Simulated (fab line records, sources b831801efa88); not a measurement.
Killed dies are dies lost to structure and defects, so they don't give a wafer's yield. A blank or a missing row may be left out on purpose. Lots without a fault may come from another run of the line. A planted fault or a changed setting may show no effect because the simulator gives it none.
A struck lot beside a sound one | flow sky130 | 22 steps out of a route of 708
Sound: wafers L853.2, L853.3, L853.5. Struck: wafers L868.2, L868.4, L868.6. The cause comes at the end.
At each step with rows: each side's tool, then ch and its chambers, then its first start. Under that, the readings that differ: sound wafers | struck wafers | difference of the means | sigmas: that difference in standard deviations of wafers without a fault.
alike: readings whose means differ by less than 2 such deviations, and words and numbers that are the same on both sides. not compared: withheld readings, readings that some wafer has no value for, bounds like >300 that may hide the same value, and numbers for which the record gives no deviation and whose values overlap.
The two part at a step that has a row with sigmas, a row that says differs or no value, or rows on one side only. Numbers that don't overlap but have no deviation are shown without sigmas and don't part them. A reading that every wafer of one side lacks parts them only if that side has two wafers or more.

SKY_METAL4_ETCH_17: etches SiO2 in C4F8/O2/Ar, stops on TiN, time 3.9 s, target depth 15 nm.
  sound on rie_diel-03 ch 1,2,3, day 42 15:04; struck on rie_diel-03 ch 1,3, day 46 21:17
  alike: chamber_pressure_mTorr, oes_product_au
  not compared: rf_hours_counter_h
SKY_METAL4_METAL_ETCH_18: etches the open film in Cl2/BCl3, stops on SiO2, target depth 845 nm, time 183.1 s.
  sound on rie_metal-03 ch 0,1, day 42 15:05; struck on rie_metal-04 ch 1, day 46 21:19
  reading                     | sound       | struck      | difference | sigmas
  drypump_motor_current_A (A) | 5.8 5.8 5.9 | 5.1 5.2 5.2 | -0.7       | -2
  alike: chamber_pressure_mTorr, oes_product_au, throttle_valve_pct
  not compared: rf_hours_counter_h
SKY_METAL4_STRIP_19: strips in O2/N2.
  sound on plasma_asher-04 ch 0,1, day 42 15:16; struck on plasma_asher-03 ch 0,1, day 46 21:29
  alike: chamber_pressure_mTorr, drypump_motor_current_A, oes_product_au, strip_time_to_endpoint_s
  not compared: rf_hours_counter_h
then, 4 steps without rows for these wafers: SKY_METAL4_STRIP_20 (strips in post etch residue remover, time 1200 s); SKY_METAL4_CLEAN_21 (cleans in IPA, time 180 s); SKY_METAL4_CLEAN_22 (cleans in O3/DIW); SKY_VIA4_HDPCVD_00 (deposits SiO2, target thk 1750 nm, time 291.7 s).
SKY_VIA4_THK_MEAS_01:
  sound on film_metro-04, day 42 16:05; struck on film_metro-02, day 46 22:20
  alike: VIA4_HDPCVD_THK
SKY_VIA4_CMP_02: polishes SiO2.
  sound on cmp-02 ch 0,2, day 42 16:11; struck on cmp-02 ch 1,2, day 46 22:23
  alike: motor_current_A, platen_rpm
SKY_VIA4_BOW_MEAS_03:
  sound on film_metro-01, day 42 16:28; struck on film_metro-01, day 46 22:43
  alike: VIA4_BOW
then, 2 steps without rows for these wafers: SKY_VIA4_DEHYDRATE_04 (time 60 s); SKY_VIA4_HMDS_05 (prime time 60 s).
SKY_VIA4_COAT_06: resist thk 1140 nm.
  sound on litho_track-02 ch 0, day 43 03:22; struck on litho_track-02 ch 0, day 47 08:40
  reading                                   | sound          | struck         | difference | sigmas
  model.NOVOLAK_of_VIA4_COAT_06.thk_nm (nm) | 1137 1138 1139 | 1021 1018 1022 | -118       |
  alike: dispense_pressure_kPa
then, 4 steps without rows for these wafers: SKY_VIA4_SOFTBAKE_07 (time 60 s); SKY_VIA4_EXPOSE_08 (exposes mask VIM4, target cd 800 nm); SKY_VIA4_PEB_09; SKY_VIA4_DEVELOP_10 (develop time 60 s).
SKY_VIA4_OVL_MEAS_11:
  sound on overlay-01, day 43 15:16; struck on overlay-02, day 47 18:28
  alike: VIA4_OVL
SKY_VIA4_ETCH_12: etches SiO2 in C4F8/O2/Ar, stops on TiN, target depth 580 nm.
  sound on rie_diel-01 ch 0,2, day 43 15:17; struck on rie_diel-04 ch 0,1,2, day 47 18:29
  reading                                   | sound             | struck          | difference | sigmas
  model.NOVOLAK_of_VIA4_COAT_06.thk_nm (nm) | 1006 1006 1008    | 890.2 887 889.8 | -117.7     |
  model.VIA4.cd_nm (nm)                     | 805.2 804.4 804.2 | 808.7 809.3 807 | +3.7       |
  alike: chamber_pressure_mTorr, oes_product_au
SKY_VIA4_STRIP_13: strips in O2/N2.
  sound on plasma_asher-04 ch 0,1, day 43 15:22; struck on plasma_asher-02 ch 0,1, day 47 18:34
  reading                      | sound                | struck               | difference | sigmas
  drypump_motor_current_A (A)  | 5.1 5.2 5.1          | 6.0 6.0 5.9          | +0.8       | +2
  oes_product_au (a.u.)        | 0.714 0.702 0.712    | 0.706 0.691 0.704    | -0.009     | -2
  strip_time_to_endpoint_s (s) | 12.820 12.802 12.772 | 11.466 11.433 11.465 | -1.343     | -45
  alike: chamber_pressure_mTorr
  not compared: rf_hours_counter_h
then, 1 step without rows for these wafers: SKY_VIA4_STRIP_14 (strips in post etch residue remover, time 1200 s).
-- the record jumps here: 2 days lie between the struck wafers' starts before and after (it left off in module VIA4 and takes up again in module PAD_OPEN, whose first step shown is number 708 of the route) --
SKY_PAD_OPEN_PROBE_99:
  the record has rows for the struck wafers here (prober-01, day 50 06:19) and none for the sound ones

WHERE THEY PART
First at SKY_METAL4_METAL_ETCH_18; last, within this record, at SKY_PAD_OPEN_PROBE_99.

WHY: what the simulator had put in
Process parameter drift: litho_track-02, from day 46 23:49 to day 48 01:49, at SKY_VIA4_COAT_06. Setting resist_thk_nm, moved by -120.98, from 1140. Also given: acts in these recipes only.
